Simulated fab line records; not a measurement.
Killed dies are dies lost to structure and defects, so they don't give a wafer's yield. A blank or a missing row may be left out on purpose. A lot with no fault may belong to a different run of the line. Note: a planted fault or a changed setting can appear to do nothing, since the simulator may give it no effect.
Commonality check across tools / flow gf180mcu / 39 wafers sampled across 13 lots

== WHY IT WAS OPENED ==
2 of 13 lots carry a flag on the reading VT_IMPLANT_2_TW at GF_VT_IMPLANT_TW_MEAS_21. Fault-free wafers read 1220, with a standard deviation of 7.
Rule: a lot is flagged in two cases, either no wafer of it has a number, or all its wafers with numbers fall more than 4 standard deviations from that mean. All remaining lots are regarded as sound.

lot=L504; measured=day 6 06:36; on=film_metro-03; VT_IMPLANT_2_TW, wafer by wafer=1227 1228 1226; flag=
lot=L505; measured=day 6 12:54; on=film_metro-03; VT_IMPLANT_2_TW, wafer by wafer=1221 1223 1223; flag=
lot=L507; measured=day 7 01:08; on=film_metro-04; VT_IMPLANT_2_TW, wafer by wafer=1225 1221 1222; flag=
lot=L508; measured=day 7 08:26; on=film_metro-03; VT_IMPLANT_2_TW, wafer by wafer=1217 1209 1210; flag=
lot=L509; measured=day 7 12:55; on=film_metro-02; VT_IMPLANT_2_TW, wafer by wafer=1232 1223 1231; flag=
lot=L515; measured=day 9 03:58; on=film_metro-04; VT_IMPLANT_2_TW, wafer by wafer=1279 1279 1276; flag=FLAGGED
lot=L516; measured=day 9 12:01; on=film_metro-02; VT_IMPLANT_2_TW, wafer by wafer=1281 1284 1283; flag=FLAGGED
lot=L518; measured=day 9 22:59; on=film_metro-04; VT_IMPLANT_2_TW, wafer by wafer=1208 1217 1219; flag=
lot=L522; measured=day 11 01:06; on=film_metro-02; VT_IMPLANT_2_TW, wafer by wafer=1215 1210 1212; flag=
lot=L524; measured=day 11 15:56; on=film_metro-03; VT_IMPLANT_2_TW, wafer by wafer=1230 1224 1226; flag=
lot=L525; measured=day 11 20:16; on=film_metro-04; VT_IMPLANT_2_TW, wafer by wafer=1208 1214 1216; flag=
lot=L526; measured=day 11 23:23; on=film_metro-02; VT_IMPLANT_2_TW, wafer by wafer=1220 1215 1222; flag=
lot=L527; measured=day 12 09:36; on=film_metro-03; VT_IMPLANT_2_TW, wafer by wafer=1228 1229 1218; flag=
The numbers of the flagged lots are 1280 on average: +60 against the usual, or +9 standard deviations.

== LOT BY LOT: THE TOOL USED ==
The record keeps 1 process step preceding the reading, out of 602 steps on the route. Cell contents, in order: the tool; ch with the chambers the sampled wafers went through; the start.
lot=L504; flag=; GF_VT_IMPLANT_IMPLANT_19=implanter-01 ch 0, day 6 06:22
lot=L505; flag=; GF_VT_IMPLANT_IMPLANT_19=implanter-03 ch 0, day 6 12:39
lot=L507; flag=; GF_VT_IMPLANT_IMPLANT_19=implanter-01 ch 0, day 7 00:55
lot=L508; flag=; GF_VT_IMPLANT_IMPLANT_19=implanter-03 ch 0, day 7 08:11
lot=L509; flag=; GF_VT_IMPLANT_IMPLANT_19=implanter-04 ch 0, day 7 12:40
lot=L515; flag=FLAGGED; GF_VT_IMPLANT_IMPLANT_19=implanter-03 ch 0, day 9 03:43
lot=L516; flag=FLAGGED; GF_VT_IMPLANT_IMPLANT_19=implanter-03 ch 0, day 9 11:46
lot=L518; flag=; GF_VT_IMPLANT_IMPLANT_19=implanter-04 ch 0, day 9 22:44
lot=L522; flag=; GF_VT_IMPLANT_IMPLANT_19=implanter-04 ch 0, day 11 00:51
lot=L524; flag=; GF_VT_IMPLANT_IMPLANT_19=implanter-04 ch 0, day 11 15:41
lot=L525; flag=; GF_VT_IMPLANT_IMPLANT_19=implanter-01 ch 0, day 11 20:02
lot=L526; flag=; GF_VT_IMPLANT_IMPLANT_19=implanter-03 ch 0, day 11 23:08
lot=L527; flag=; GF_VT_IMPLANT_IMPLANT_19=implanter-04 ch 0, day 12 09:22
What the steps here do:
- GF_VT_IMPLANT_IMPLANT_19
- GF_VT_IMPLANT_TW_MEAS_21

== FLAGGED OVER TOTAL, TOOL BY TOOL (the gauges that took the reading come last) ==
step=GF_VT_IMPLANT_IMPLANT_19; tool=implanter-01; lots run=3; flagged=0; share of the flagged lots=none; sound lots run after its first flagged lot=-
step=GF_VT_IMPLANT_IMPLANT_19; tool=implanter-03; lots run=5; flagged=2; share of the flagged lots=all; sound lots run after its first flagged lot=1 (L526)
step=GF_VT_IMPLANT_IMPLANT_19; tool=implanter-04; lots run=5; flagged=0; share of the flagged lots=none; sound lots run after its first flagged lot=-
step=GF_VT_IMPLANT_TW_MEAS_21; tool=film_metro-02; lots run=4; flagged=1; share of the flagged lots=some; sound lots run after its first flagged lot=2 (L522,L526)
step=GF_VT_IMPLANT_TW_MEAS_21; tool=film_metro-03; lots run=5; flagged=0; share of the flagged lots=none; sound lots run after its first flagged lot=-
step=GF_VT_IMPLANT_TW_MEAS_21; tool=film_metro-04; lots run=4; flagged=1; share of the flagged lots=some; sound lots run after its first flagged lot=2 (L518,L525)

== THE TABLE: WHAT IT ALLOWS ==
All flagged lots share 1 row of the table, namely implanter-03 at GF_VT_IMPLANT_IMPLANT_19.
- implanter-03 at GF_VT_IMPLANT_IMPLANT_19 ran 5 lots, 2 of them flagged. Sound lots ran on it after the first flagged one (L526), which a lasting fault on the whole tool wouldn't allow. Its own readings lie more than 4 standard deviations out on every wafer of the flagged lots: dose_ions_cm2, faraday_current_uA.
Every row of the table either missed a flagged lot or ran a sound lot after the first.

== WHAT THE SIMULATOR HAD INSERTED ==
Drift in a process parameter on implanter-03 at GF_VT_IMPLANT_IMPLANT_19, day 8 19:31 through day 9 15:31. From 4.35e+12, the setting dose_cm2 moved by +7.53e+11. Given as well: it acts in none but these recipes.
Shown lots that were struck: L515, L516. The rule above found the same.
